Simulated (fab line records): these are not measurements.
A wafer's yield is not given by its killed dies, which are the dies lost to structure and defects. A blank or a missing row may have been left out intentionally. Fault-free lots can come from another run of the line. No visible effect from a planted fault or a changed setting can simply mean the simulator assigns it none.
A struck lot beside a sound one / flow sky130 / 16 steps out of a route of 708
Sound: the wafers L949.1, L949.4, L949.6. Wafers struck: L951.2, L951.3, L951.5. The cause comes at the end.
Each step with rows lists, per side, the tool, then ch with its chambers, then its first start. Under that, the readings that differ: sound wafers / struck wafers / difference of the means / sigmas: that difference in standard deviations of wafers without a fault.
alike: a reading whose means differ by less than 2 such deviations, as well as words and numbers matching on both sides. not compared: withheld readings; readings where some wafer has no value; bounds like >300 that might hide an equal value; numbers whose values overlap and for which the record gives no deviation.
Wherever a step has rows on one side only, a row that says differs or no value, or a row with sigmas, the two part there. Non-overlapping numbers with no deviation appear without sigmas and do not part them. Lack of a reading on every wafer of one side parts them only where that side has two or more wafers.

SKY_VT_ADJUST_HVTR_OVL_MEAS_08:
  sound: overlay-02 at day 11 14:03; struck: overlay-01 at day 12 08:52
  alike: VT_ADJUST_HVTR_OVL
then, 1 step without rows for these wafers: SKY_VT_ADJUST_HVTR_IMPLANT_09.
SKY_VT_ADJUST_HVTR_STRIP_10: strips in O2/N2.
  sound on plasmaAsher-04 ch 0,1, day 11 14:14; struck on plasmaAsher-04 ch 0, day 12 09:02
  alike: drypumpMotorCurrentA, oesProductAu, stripTimeToEndpointS
  not compared: rfHoursCounterH
SKY_VT_ADJUST_HVTR_TW_MEAS_11:
  sound: filmMetro-02 at day 11 14:20; struck: filmMetro-01 at day 12 09:09
  alike: VT_ADJUST_HVTR_TW
then, 7 steps without rows for these wafers: SKY_VT_ADJUST_PCH_DEHYDRATE_00 (time 60 s); SKY_VT_ADJUST_PCH_HMDS_01 (prime time 60 s); SKY_VT_ADJUST_PCH_COAT_02 (resist thk 3000 nm); SKY_VT_ADJUST_PCH_SOFTBAKE_03; SKY_VT_ADJUST_PCH_EXPOSE_04 (exposes mask NWM, target cd 840 nm); SKY_VT_ADJUST_PCH_PEB_05; SKY_VT_ADJUST_PCH_DEVELOP_06 (develop time 60 s).
SKY_VT_ADJUST_PCH_OVL_MEAS_07:
  sound: overlay-02 at day 12 14:36; struck: overlay-01 at day 13 10:40
  alike: VT_ADJUST_PCH_OVL
SKY_VT_ADJUST_PCH_IMPLANT_08:
  sound on implanter-03 ch 0, day 12 14:46; struck on implanter-03 ch 0, day 13 10:43
reading=beamOnS (s); sound=9.95 10.03 9.73; struck=12.50 12.88 12.58; difference=+2.75; sigmas=+14
reading=endStationPressureTorr (Torr); sound=4.98e-06 5.23e-06 4.93e-06; struck=0.00011043 0.00011292 0.00010883; difference=+0.00010568; sigmas=+99 or more
reading=faradayCurrentUA; sound=2.83 2.81 2.89; struck=2.28 2.22 2.26; difference=-0.59; sigmas=-11
SKY_VT_ADJUST_PCH_STRIP_09: strips in O2/N2.
  sound on plasmaAsher-04 ch 0,1, day 12 14:55; struck on plasmaAsher-01 ch 1, day 13 10:51
reading=drypumpMotorCurrentA (A); sound=5.0 5.4 5.0; struck=6.2 6.2 6.2; difference=+1.1; sigmas=+2
  alike: oesProductAu, stripTimeToEndpointS
  not compared: rfHoursCounterH
SKY_VT_ADJUST_PCH_TW_MEAS_10:
  sound: filmMetro-01 at day 12 15:01; struck: filmMetro-04 at day 13 11:16
reading=VT_ADJUST_PCH_TW; sound=141.1 141.6 141.6; struck=149.7 150.4 149.7; difference=+8.5; sigmas=+9
  not compared: hold
-- record jumps: 35 days separate the struck wafers' starts on either side; left off in module VT_ADJUST_PCH, taken up again in module PAD_OPEN, whose first shown step is the route's number 708 --
SKY_PAD_OPEN_PROBE_99:
  sound: prober-02 at day 47 14:44; struck: prober-02 at day 48 09:54
reading=model.etest.pfetG5v0d10v5.offLog10AUm; sound=-12.22 -12.73 -13; struck=-11.84 -11.64 -11.86; difference=+0.87; sigmas=
reading=model.etest.pfet_01v8_lvt.offLog10AUm; sound=-8.879 -8.922 -8.766; struck=-8.433 -8.418 -8.276; difference=+0.480; sigmas=
reading=model.etest.pfetG5v0d10v5.vtSatV (V); sound=-0.6048 -0.6724 -0.686; struck=-0.5744 -0.5532 -0.5644; difference=+0.0904; sigmas=
reading=model.etest.pfet_16v.vtV (V); sound=-1.117 -1.123 -1.11; struck=-1.057 -1.043 -1.046; difference=+0.068; sigmas=
reading=model.etest.pfetG5v0d10v5.vtV (V); sound=-0.8013 -0.8633 -0.8779; struck=-0.7872 -0.7662 -0.7809; difference=+0.0694; sigmas=
reading=model.etest.pfetG5v0d10v5.vtLongV (V); sound=-0.9443 -0.9534 -0.9334; struck=-0.8934 -0.8826 -0.8884; difference=+0.0556; sigmas=
reading=model.etest.pfet_01v8_lvt.vtSatV (V); sound=-0.4456 -0.4472 -0.4435; struck=-0.4055 -0.4024 -0.4022; difference=+0.0421; sigmas=
reading=model.etest.pfet_01v8_lvt.vtV (V); sound=-0.5382 -0.5351 -0.5333; struck=-0.5014 -0.4984 -0.4958; difference=+0.0370; sigmas=
  alike: killed_at_M0_to_M3, killed_at_M4_up, killedAtContacts, killedAtFrontEnd, killedAtOther, killedDies, killedOpen, killedShort

== WHERE THEY PART ==
First at SKY_VT_ADJUST_PCH_IMPLANT_08; last, within this record, at SKY_VT_ADJUST_PCH_TW_MEAS_10. Later steps at which nothing parts them and some readings are alike: SKY_PAD_OPEN_PROBE_99.

WHY: what had been put in by the simulator
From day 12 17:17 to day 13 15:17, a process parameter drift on implanter-03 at SKY_VT_ADJUST_PCH_IMPLANT_08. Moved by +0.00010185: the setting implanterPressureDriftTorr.
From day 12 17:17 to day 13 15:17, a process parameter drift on implanter-03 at SKY_VT_ADJUST_PCH_IMPLANT_08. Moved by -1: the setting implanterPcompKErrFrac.
